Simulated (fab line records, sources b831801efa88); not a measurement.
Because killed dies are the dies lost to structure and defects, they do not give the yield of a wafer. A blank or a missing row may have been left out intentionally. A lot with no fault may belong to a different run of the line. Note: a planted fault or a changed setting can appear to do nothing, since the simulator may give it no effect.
The tool behind it: which one? -- flow sky130 -- 6 lots, 17 wafers sampled, at 2 steps of a route of 708

## WHAT EACH GAUGE READ, for each wafer
SKY_VT_ADJUST_LVTN_TW_MEAS_21.
lot,measured,on,VT_ADJUST_LVTN_2_TW
L393,day 7 20:43,filmMetro-02,190.0 189.3 189.4
L396,day 8 18:49,filmMetro-02,190.0 190.1 189.7
L399,day 9 17:57,filmMetro-01,190.3 190.9 189.4
L401,day 10 05:45,filmMetro-03,189.4 189.9 189.3
L403,day 10 20:34,filmMetro-03,189.1 189.9 188.3
L412,day 13 11:33,filmMetro-02,205.1 190.4

## WHAT TOOL EACH LOT RAN ON (gives the tool, then ch and the chambers of the sampled wafers, and finally the start)
lot,SKY_VT_ADJUST_LVTN_IMPLANT_19
L393,"implanter-04 ch 0, day 7 20:28"
L396,"implanter-04 ch 0, day 8 18:35"
L399,"implanter-02 ch 0, day 9 17:42"
L401,"implanter-02 ch 0, day 10 05:30"
L403,"implanter-02 ch 0, day 10 20:20"
L412,"implanter-03 ch 0, day 13 11:18"
- SKY_VT_ADJUST_LVTN_IMPLANT_19

## THE ANSWER, worked out from the rows above alone
Rule: the usual values come from the lots themselves. The widest of any qualifying gaps counts: lots, ordered by their means at a reading, are off when they make up no more than a third of the lots, leave a main group of 4 or more, and stand apart from it by 3 or more times the standard deviation of that group's means. If all means in a main group match to the digits the tables above print for the reading, that group is not used. A lot without any number at a reading at which 4 lots or more have one is off too. Any other lot the step has rows for is counted as sound.
Off: L412, seen at SKY_VT_ADJUST_LVTN_TW_MEAS_21 (VT_ADJUST_LVTN_2_TW). Mean 189.7 and standard deviation 0.38 in the main group.
A tool fits if, at a process step before that reading, it ran every lot that is off, and no sound lot after the first of them. The gauges at SKY_VT_ADJUST_LVTN_TW_MEAS_21 are tried like those tools. This does not decide it: 2 tools fit, namely implanter-03 at SKY_VT_ADJUST_LVTN_IMPLANT_19 and filmMetro-02 at SKY_VT_ADJUST_LVTN_TW_MEAS_21.

## WHAT THE SIMULATOR HAD PUT IN
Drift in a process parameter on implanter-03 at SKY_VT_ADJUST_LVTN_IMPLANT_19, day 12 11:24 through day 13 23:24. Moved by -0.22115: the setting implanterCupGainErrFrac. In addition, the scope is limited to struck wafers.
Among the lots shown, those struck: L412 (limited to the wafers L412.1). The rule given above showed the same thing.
